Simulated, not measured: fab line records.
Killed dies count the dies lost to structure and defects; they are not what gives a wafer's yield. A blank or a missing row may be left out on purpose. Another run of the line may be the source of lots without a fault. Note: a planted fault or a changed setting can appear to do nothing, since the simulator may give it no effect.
Matching of chambers | flow sky130 | SKY_FIELD_ISO_CMP_27 on cmp-02 has 4 sister chambers
The step polishes, stops on Si3N4, t overpolish 16 s, target thk 457.8 nm. 8 wafers are shown with their chamber, then 10 later ones without.

WAFERS, EACH WITH ITS CHAMBER
wafer  | chamber | motor-current-A (A) | time-to-endpoint-s (s)
L544.1 | 1       | 12.7                | 117
L544.6 | 2       | 13.8                | 126
L547.2 | 2       | 13.0                | 109
L547.5 | 0       | 11.4                | 109
L548.4 | 1       | 12.4                | 113
L548.6 | 3       | 12.8                | 116
L556.2 | 0       | 11.5                | 108
L556.3 | 3       | 12.8                | 118

WAFERS WITHOUT THEIR CHAMBER
wafer  | motor-current-A (A) | time-to-endpoint-s (s)
L556.5 | 12.5                | 113
L558.3 | 12.0                | 110
L558.4 | 12.1                | 110
L558.6 | 12.3                | 117
L560.2 | 11.8                | 116
L560.3 | 11.8                | 118
L560.4 | 12.5                | 116
L562.3 | 11.9                | 120
L562.4 | 11.9                | 107
L562.5 | 12.3                | 118

EACH ONE'S CHAMBER
wafer  | from the rows above          | in truth
L556.5 | can't be placed: 1 or 3      | 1
L558.3 | can't be placed: 0 or 1 or 3 | 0
L558.4 | can't be placed: 1 or 0 or 3 | 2
L558.6 | can't be placed: 1 or 3      | 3
L560.2 | can't be placed: 0 or 1 or 3 | 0
L560.3 | can't be placed: 0 or 1 or 3 | 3
L560.4 | can't be placed: 1 or 3      | 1
L562.3 | can't be placed: 1 or 0 or 3 | 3
L562.4 | can't be placed: 0 or 1 or 3 | 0
L562.5 | can't be placed: 1 or 3      | 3
Correct placement for 0 of the 10. Not placeable from these rows: 10 (in 9, the candidates include the true chamber). Number placed wrongly: 0.
How it was worked out, from the rows above alone: a wafer's distance from a chamber is the root of the sum, over the readings, of the square of ((its reading less the chamber's mean) divided by the reading's scatter). The wafer belongs to the nearest chamber; if the next one is less than 2 further off, it can't be placed. Each chamber's mean is taken over the wafers shown for it. The scatter: take each reading less its chamber's mean, square it, sum over the shown wafers, divide by the number of wafers less the number of chambers, and take the root.
